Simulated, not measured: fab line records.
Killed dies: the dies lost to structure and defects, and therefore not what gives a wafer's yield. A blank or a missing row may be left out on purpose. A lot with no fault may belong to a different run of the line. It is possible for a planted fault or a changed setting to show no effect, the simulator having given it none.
What tool caused it? -- flow gf180mcu -- 6 lots, 18 wafers sampled, at 3 steps of a route of 602

WHAT THE GAUGES SHOWED, per wafer
GF_NSD_CD_MEAS_07 targets a cd of 400 nm.
lot,measured,on,cd nm (nm)
L177,day 13 14:47,cd sem-02,398.8 398.8 401.1
L183,day 15 18:50,cd sem-02,400.3 400.0 401.0
L185,day 16 11:20,cd sem-02,402.1 401.9 401.7
L188,day 17 10:35,cd sem-01,403.9 404.2 404.0
L191,day 18 06:44,cd sem-01,396.9 396.3 397.5
L194,day 19 09:00,cd sem-01,401.9 401.1 403.3

WHAT TOOL EACH LOT RAN ON (gives the tool, then ch and the chambers of the sampled wafers, and finally the start)
lot,GF_HV_LDD_STRIP_10,GF_NSD_EXPOSE_04
L177,"plasma asher-03 ch 0,1, day 10 07:37","iline stepper-02 ch 0, day 13 05:04"
L183,"plasma asher-03 ch 0,1, day 12 03:49","iline stepper-01 ch 0, day 15 08:30"
L185,"plasma asher-02 ch 0,1, day 12 18:08","iline stepper-01 ch 0, day 16 00:40"
L188,"plasma asher-02 ch 0,1, day 13 15:22","iline stepper-01 ch 0, day 16 23:23"
L191,"plasma asher-01 ch 0,1, day 14 11:06","iline stepper-01 ch 0, day 17 18:29"
L194,"plasma asher-02 ch 0,1, day 15 09:58","iline stepper-02 ch 0, day 18 20:42"
- GF_HV_LDD_STRIP_10: strips in O2/N2.
- GF_NSD_EXPOSE_04: exposes mask Nplus, target cd 400 nm.

THE ANSWER, worked out from the rows above alone
Rule: the usual values come from the lots themselves. Put in order of their means at a reading, lots are off if they are a third of the lots or fewer, leave a main group of 4 or more, and stand apart from it by a gap of 3 or more times the standard deviation of the main group's means; of several such gaps the widest counts. The tables above print the reading to a certain number of digits; a main group whose means all agree to those digits is not used. Also off: a lot with no number at a reading for which 4 or more lots have one. The other lots that the step has rows for count as sound.
None of the lots is off at any reading shown; this tells nothing.

WHAT THE SIMULATOR PUT IN
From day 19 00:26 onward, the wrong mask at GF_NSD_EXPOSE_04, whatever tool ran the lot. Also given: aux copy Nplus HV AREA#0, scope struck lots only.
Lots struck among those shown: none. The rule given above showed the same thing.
